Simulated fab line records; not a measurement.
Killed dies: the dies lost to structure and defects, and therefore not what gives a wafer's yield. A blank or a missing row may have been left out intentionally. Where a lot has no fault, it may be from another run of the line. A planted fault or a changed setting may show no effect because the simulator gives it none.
2 desks looking at one fault | flow gf180mcu | only its own numbers are on each desk; what lay behind them is given at the end

## DESK OF THE TOOL OWNER: cvd_w-02
The tool's own readings at GF_CONTACT_CVD_24 (deposits W, target thk 300 nm, time 90.339 s): means of the sampled wafers that have a number, for each lot that ran on this tool. The brackets show how far a lot's mean lies from the usual mean; more than 4 standard deviations puts the lot out of limits, marked OUT.
Columns: A = heater_power_outer_w at GF_CONTACT_CVD_24, usual 619 W; B = heater_power_w at GF_CONTACT_CVD_24, usual 966 W; C = susceptor_temp_C at GF_CONTACT_CVD_24, usual 400.00 C
lot  | first seen here | A   | B    | C
L591 | day 16 00:49    | 645 | 1026 | 400.00
L594 | day 17 07:52    | 647 | 1012 | 400.09
L600 | day 19 12:31    | 644 | 1024 | 399.97
L601 | day 19 23:34    | 657 | 1008 | 400.14
L605 | day 21 16:54    | 644 | 999  | 400.14
L606 | day 21 18:30    | 610 | 915  | 388.02 (-60) OUT
L607 | day 22 06:41    | 632 | 974  | 394.24 (-29) OUT
This desk's verdict: out of limits on L606, L607, starting with L606 at day 21 18:30 (susceptor_temp_C at GF_CONTACT_CVD_24). Within limits: L591, L594, L600, L601, L605.

## FROM THE METROLOGY DESK
Means of the sampled wafers that have a number, per lot and without regard to the tool the lot ran on: this is what the gauges read. The brackets show how far a lot's mean lies from the usual mean; more than 4 standard deviations puts the lot out of limits, marked OUT.
Columns: A = CONTACT_W_RS at GF_CONTACT_RS_MEAS_25, usual 0.382 ohm/sq; B = CONTACT_W_THK at GF_CONTACT_THK_MEAS_26, usual 303 nm
lot  | first seen here | A                | B
L591 | day 16 00:56    | 0.384            | 303
L594 | day 17 07:59    | 0.381            | 306
L597 | day 18 04:13    | 0.384            | 299
L600 | day 19 12:37    | 0.380            | 303
L601 | day 19 23:40    | 0.377            | 310
L604 | day 21 04:43    | 0.387            | 299
L605 | day 21 17:00    | 0.383            | 303
L606 | day 21 18:38    | 0.481 (+23) OUT  | 247 (-12) OUT
L607 | day 22 06:52    | 0.425 (+9.8) OUT | 280 (-4.9) OUT
L608 | day 22 16:39    | 0.388            | 296
L609 | day 22 20:20    | 0.381            | 301
Per this desk, out of limits: L606, L607; the first was L606, day 21 18:38 (CONTACT_W_RS at GF_CONTACT_RS_MEAS_25). Within limits: L591, L594, L597, L600, L601, L604, L605, L608, L609.

## BROUGHT TOGETHER
The tool owner's desk had the chance to raise an alarm at day 21 18:30 on L606, L607.
The metrology desk could have raised an alarm at day 21 18:38, on L606, L607.
Of the lots named, all ran GF_CONTACT_CVD_24 on cvd_w-02.

## WHAT HAD BEEN PUT IN BY THE SIMULATOR
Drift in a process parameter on cvd_w-02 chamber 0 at GF_CONTACT_CVD_24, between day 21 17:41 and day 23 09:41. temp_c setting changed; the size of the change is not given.
Lots struck among those shown: L606, L607.
Delay (hours) between the fault's onset and each desk's first out-of-limits reading: 1 at the tool owner's desk, 1 at the metrology desk.
